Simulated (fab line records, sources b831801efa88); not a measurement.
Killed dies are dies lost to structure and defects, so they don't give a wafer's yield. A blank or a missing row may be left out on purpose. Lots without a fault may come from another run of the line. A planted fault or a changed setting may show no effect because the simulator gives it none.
fab line records | flow sky130
record lots=12 wafers=36 last_day=50
route steps=708 shown LDD_HVP@282 SD_P@327 METAL1@449 VIA2@531
lots that met no fault: from a run of the same line without faults
start_h: hours from the record's first day to the start of the lot's first wafer shown | wait_h: hours since the lot's step before | " the same as in the row above | L1.1+2: a row that stands for several wafers | - no value, or no start given | * or withheld: withheld | < > ~ a bound
route shown NAME@n: a module of which the file shows steps, and the number in the route of the first | usual: mean/standard deviation of fault-free wafers | same: alike in all rows | chamber/n: place in a boat | sites: the reading at each site | _std_site: their standard deviation | _edge_site: outer sites' mean less inner sites' | radius_mm: how far each site lies from the wafer's centre | mask NAME#n: copy n | behind: the tool/chamber that last shaped the wafer | hold: why the lot was held/for how many hours/how that ended | device: the transistor (n, p or np) that didn't switch | end of line: the same wafers' tests at the end of the route | a step without rows: its recipe alone | killed: dies lost to structure and defects at the first sort, not the wafer's yield | map: a wafer's dies, x killed, . not, _ none there
set.NAME: the setting as run; set.NAME@STEP: as run at that earlier step | model.NAME: the simulator's own value behind a step, which no gauge read
steps of the route over a sample of lots; a table a step, a row a wafer
services: from which hour (start_h, from the record's first day; less than 0 if before it) a tool's chamber was out of use, for how many hours, and why
## steps
# step SKY_LDD_HVP_EXPOSE_04
# recipe mask_id=HVPTM na=0.6 source_shape=conventional sigma_outer=0.6 polarization=unpolarized target_cd_nm=700 dose_mj=86
# columns lot.wafer tool chamber start_h wait_h mask
L293.3+4+6 iline_stepper-01 0 499.68 - HVPTM#0
L294.3+4+5 iline_stepper-01 0 504.79 - HVPTM#0
L295.1+2+3 iline_stepper-02 0 516.35 - HVPTM#0
L298.3+4+6 iline_stepper-01 0 551.67 - LDNTM#0
L299.1+3+6 iline_stepper-01 0 552.27 - HVPTM#0
L302.3+5+6 iline_stepper-02 0 572.36 - HVPTM#0
L307.1+2+3 iline_stepper-01 0 646.95 - HVPTM#0
L309.4+5+6 iline_stepper-01 0 648.26 - HVPTM#0
L308.1+2+5 iline_stepper-02 0 648.95 - HVPTM#0
L310.2+5+6 iline_stepper-02 0 649.44 - HVPTM#0
L312.3+4+6 iline_stepper-01 0 657.56 - HVPTM#0
L313.4+5+6 iline_stepper-02 0 662.53 - HVPTM#0
# step SKY_LDD_HVP_OVL_MEAS_07
# usual LDD_HVP_OVL=-0.5/1.6
# columns lot.wafer tool chamber start_h wait_h LDD_HVP_OVL[nm]
L293.3 overlay-02 - 513.63 0.1 -1.7
L293.4 " - " " 1.2
L293.6 " - " " -0.7
L294.3 overlay-01 - 518.91 0.1 -2.0
L294.4 " - " " -2.8
L294.5 " - " " -2.0
L295.1 overlay-02 - 531.40 0.1 0.6
L295.2 " - " " 2.1
L295.3 " - " " -1.2
L298.3 overlay-01 - 566.61 0.1 -
L298.4 " - " " -
L298.6 " - " " -
L299.1 overlay-01 - 567.70 0.1 -2.3
L299.3 " - " " -1.4
L299.6 " - " " -0.4
L302.3 overlay-02 - 586.63 0.1 -1.5
L302.5 " - " " -0.9
L302.6 " - " " -1.9
L307.1 overlay-02 - 660.55 0.1 -1.3
L307.2 " - " " -2.5
L307.3 " - " " -2.7
L309.4 overlay-01 - 661.47 0.1 -0.3
L309.5 " - " " -1.0
L309.6 " - " " -1.2
L308.1 overlay-01 - 661.77 0.1 -0.8
L308.2 " - " " 0.8
L308.5 " - " " -1.6
L310.2 overlay-02 - 662.66 0.1 1.1
L310.5 " - " " 1.9
L310.6 " - " " 1.0
L312.3 overlay-02 - 670.98 0.1 -3.2
L312.4 " - " " -2.7
L312.6 " - " " -2.6
L313.4 overlay-02 - 676.82 0.1 0.0
L313.5 " - " " 0.8
L313.6 " - " " 0.9
# step SKY_LDD_HVP_TW_MEAS_10
# usual LDD_HVP_TW=462/3.3
# columns lot.wafer tool chamber start_h wait_h hold LDD_HVP_TW
L293.3 film_metro-01 - 513.93 0.1 - 461
L293.4 " - " " - 460
L293.6 " - " " - 461
L294.3 film_metro-01 - 519.21 0.1 - 457
L294.4 " - " " - 457
L294.5 " - " " - 457
L295.1 film_metro-01 - 531.69 0.1 - 457
L295.2 " - " " - 460
L295.3 " - " " - 462
L298.3 film_metro-03 - 566.91 0.1 await_dispo/0.2h/release 31
L298.4 " - " " await_dispo/0.2h/release 31
L298.6 " - " " await_dispo/0.2h/release 30
L298.3 film_metro-03 - 567.13 0.2 - 31
L298.4 " - " " - 31
L298.6 " - " " - 31
L299.1 film_metro-02 - 567.99 0.1 - 464
L299.3 " - " " - 468
L299.6 " - " " - 463
L302.3 film_metro-02 - 586.93 0.1 - 461
L302.5 " - " " - 462
L302.6 " - " " - 463
L307.1 film_metro-01 - 660.84 0.1 - 456
L307.2 " - " " - 458
L307.3 " - " " - 456
L309.4 film_metro-02 - 661.77 0.1 - 465
L309.5 " - " " - 462
L309.6 " - " " - 466
L308.1 film_metro-03 - 662.06 0.1 - 463
L308.2 " - " " - 464
L308.5 " - " " - 462
L310.2 film_metro-01 - 662.95 0.1 - 457
L310.5 " - " " - 457
L310.6 " - " " - 456
L312.3 film_metro-03 - 671.28 0.1 - 464
L312.4 " - " " - 465
L312.6 " - " " - 463
L313.4 film_metro-01 - 677.12 0.1 - 457
L313.5 " - " " - 459
L313.6 " - " " - 461
# step SKY_SD_P_CD_MEAS_07
# recipe target_cd_nm=380
# usual cd_nm=380.8/2.5
# columns lot.wafer tool chamber start_h wait_h cd_nm
L293.3 cd_sem-01 - 605.20 0.1 379.6
L293.4 " - " " 380.2
L293.6 " - " " 380.4
L294.3 cd_sem-02 - 612.99 0.1 379.8
L294.4 " - " " 382.0
L294.5 " - " " 379.5
L295.1 cd_sem-02 - 622.41 0.1 381.2
L295.2 " - " " 381.7
L295.3 " - " " 382.6
L299.1 cd_sem-01 - 656.81 0.1 380.6
L299.3 " - " " 382.4
L299.6 " - " " 381.4
L302.3 cd_sem-01 - 674.11 0.1 383.8
L302.5 " - " " 384.0
L302.6 " - " " 384.2
L307.1 cd_sem-02 - 745.65 0.1 377.3
L307.2 " - " " 372.8
L307.3 " - " " 374.7
L309.4 cd_sem-02 - 746.98 0.1 382.5
L309.5 " - " " 383.6
L309.6 " - " " 382.2
L308.1 cd_sem-02 - 748.10 0.1 382.5
L308.2 " - " " 381.0
L308.5 " - " " 378.6
L310.2 cd_sem-01 - 748.79 0.1 381.8
L310.5 " - " " 382.8
L310.6 " - " " 381.0
L312.3 cd_sem-01 - 755.20 0.1 383.9
L312.4 " - " " 383.3
L312.6 " - " " 383.9
L313.4 cd_sem-01 - 759.61 0.1 375.9
L313.5 " - " " 377.3
L313.6 " - " " 376.4
# step SKY_METAL1_CD_MEAS_15
# recipe target_cd_nm=140
# usual cd_nm=139.5/1.6
# columns lot.wafer tool chamber start_h wait_h cd_nm
L293.3 cd_sem-01 - 778.70 - 141.8
L293.4 " - " " 139.7
L293.6 " - " " 139.0
L294.3 cd_sem-02 - 784.99 - 137.7
L294.4 " - " " 138.2
L294.5 " - " " 136.6
L295.1 cd_sem-01 - 793.50 - 136.6
L295.2 " - " " 139.2
L295.3 " - " " 139.7
L299.1 cd_sem-02 - 824.85 - 138.7
L299.3 " - " " 140.4
L299.6 " - " " 138.6
L302.3 cd_sem-02 - 841.10 - 136.2
L302.5 " - " " 137.3
L302.6 " - " " 137.1
L307.1 cd_sem-01 - 907.40 - 141.5
L307.2 " - " " 141.4
L307.3 " - " " 141.1
L309.4 cd_sem-01 - 908.77 - 139.2
L309.5 " - " " 139.9
L309.6 " - " " 140.3
L308.1 cd_sem-02 - 910.30 - 141.0
L308.2 " - " " 143.7
L308.5 " - " " 142.2
L310.2 cd_sem-02 - 910.97 - 140.1
L310.5 " - " " 140.8
L310.6 " - " " 139.5
L312.3 cd_sem-02 - 918.19 - 140.5
L312.4 " - " " 139.3
L312.6 " - " " 139.4
L313.4 cd_sem-01 - 921.91 - 139.9
L313.5 " - " " 141.1
L313.6 " - " " 142.0
# step SKY_VIA2_CMP_24
# recipe stop_on=SiO2 t_overpolish_s=20 down_force_psi=3.5 platen_rpm=60 target_thk_nm=0 pad_velocity_m_s=0.94248
# usual motor_current_A=10.9/1.1 overpolish_run_s=19.999/0.0088 time_to_endpoint_s=103/4.7
# same t_overpolish_s=20
# columns lot.wafer tool chamber start_h wait_h motor_current_A overpolish_run_s time_to_endpoint_s
L293.4 cmp-01 3 862.23 0.1 9.6 19.991 100
L293.3 " 0 " " 10.0 20.003 97
L293.6 " 2 " " 10.8 20.017 104
L294.3 cmp-01 0 868.19 0.0 10.4 20.012 95
L294.4 " 1 " " 12.6 20.004 100
L294.5 " 1 " " 12.4 20.000 101
L295.1 cmp-02 2 878.40 0.1 10.5 20.009 103
L295.3 " 0 " " 11.0 20.002 102
L295.2 " 1 " " 10.7 19.990 102
L299.3 cmp-02 3 908.90 0.1 12.1 19.992 106
L299.1 " 0 " " 10.9 19.999 107
L299.6 " 2 " " 10.7 20.001 108
L302.3 cmp-02 0 922.65 0.2 11.4 19.999 111
L302.6 " 1 " " 11.1 19.983 109
L302.5 " 2 " " 10.3 20.001 113
L307.2 cmp-02 1 985.49 0.0 10.9 19.987 99
L307.3 " 3 " " 12.6 19.989 98
L307.1 " 0 " " 10.8 19.988 103
L309.4 cmp-02 3 987.47 0.1 12.7 19.995 104
L309.6 " 2 " " 10.8 19.989 104
L309.5 " 3 " " 12.4 20.001 104
L308.1 cmp-01 3 988.97 0.1 8.8 20.001 101
L308.2 " 2 " " 10.8 20.012 102
L308.5 " 0 " " 9.9 20.007 96
L310.2 cmp-02 2 989.07 0.1 10.8 19.989 103
L310.5 " 0 " " 10.4 20.007 101
L310.6 " 1 " " 10.4 20.002 99
L312.4 cmp-02 1 996.39 0.0 10.0 20.001 106
L312.3 " 3 " " 12.5 20.005 106
L312.6 " 2 " " 10.7 20.016 109
L313.4 cmp-01 2 1001.17 0.1 11.1 19.999 113
L313.5 " 1 " " 12.0 20.000 106
L313.6 " 2 " " 11.4 19.993 107
## services
# columns tool chamber start_h hours kind
cmp-02 - 479.29 5.7 pm
cmp-02 - 490.41 2.2 repair
iline_stepper-02 - 523.23 0.7 repair
iline_stepper-02 - 548.10 4.4 pm
iline_stepper-01 - 568.41 2.1 pm
cmp-02 - 572.00 4.0 pm
cmp-02 - 574.88 2.3 repair
iline_stepper-01 - 598.90 1.7 pm
cmp-02 - 647.64 0.5 repair
cmp-02 - 649.75 1.5 repair
cmp-02 - 654.34 0.9 repair
iline_stepper-02 - 665.39 1.7 pm
iline_stepper-01 - 704.11 1.1 repair
cmp-02 - 740.25 7.9 pm
cmp-02 - 812.20 0.6 repair
iline_stepper-01 - 817.08 1.7 pm
cmp-02 - 830.73 3.0 repair
cmp-02 - 855.57 0.8 repair
iline_stepper-02 - 859.36 2.1 pm
cmp-02 - 875.83 0.6 repair
iline_stepper-02 - 883.57 1.7 pm
cmp-02 - 912.00 4.0 pm
cmp-02 - 929.32 0.3 repair
cmp-02 - 988.06 0.8 repair
## key
first_sign step=SKY_LDD_HVP_EXPOSE_04 reading=mask direction=changed
effect step=SKY_LDD_HVP_OVL_MEAS_07 reading=LDD_HVP_OVL direction=missing
effect step=SKY_LDD_HVP_TW_MEAS_10 reading=visit direction=added
effect step=SKY_LDD_HVP_TW_MEAS_10 reading=LDD_HVP_TW direction=down sigmas=99+ usual=462 struck=31
met_at SKY_LDD_HVP_EXPOSE_04
struck_lots L298
scrapped_behind SKY_LDD_HVP_TW_MEAS_10 L298.3,L298.4,L298.6
not_acting_at SKY_SD_P_CD_MEAS_07,SKY_METAL1_CD_MEAS_15,SKY_VIA2_CMP_24
onset_between 504.79 551.67
fault kind=wrong_mask tool=any chamber=- onset_h=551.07 steps=SKY_LDD_HVP_EXPOSE_04 aux_copy=LDNTM#0 scope=struck_lots_only
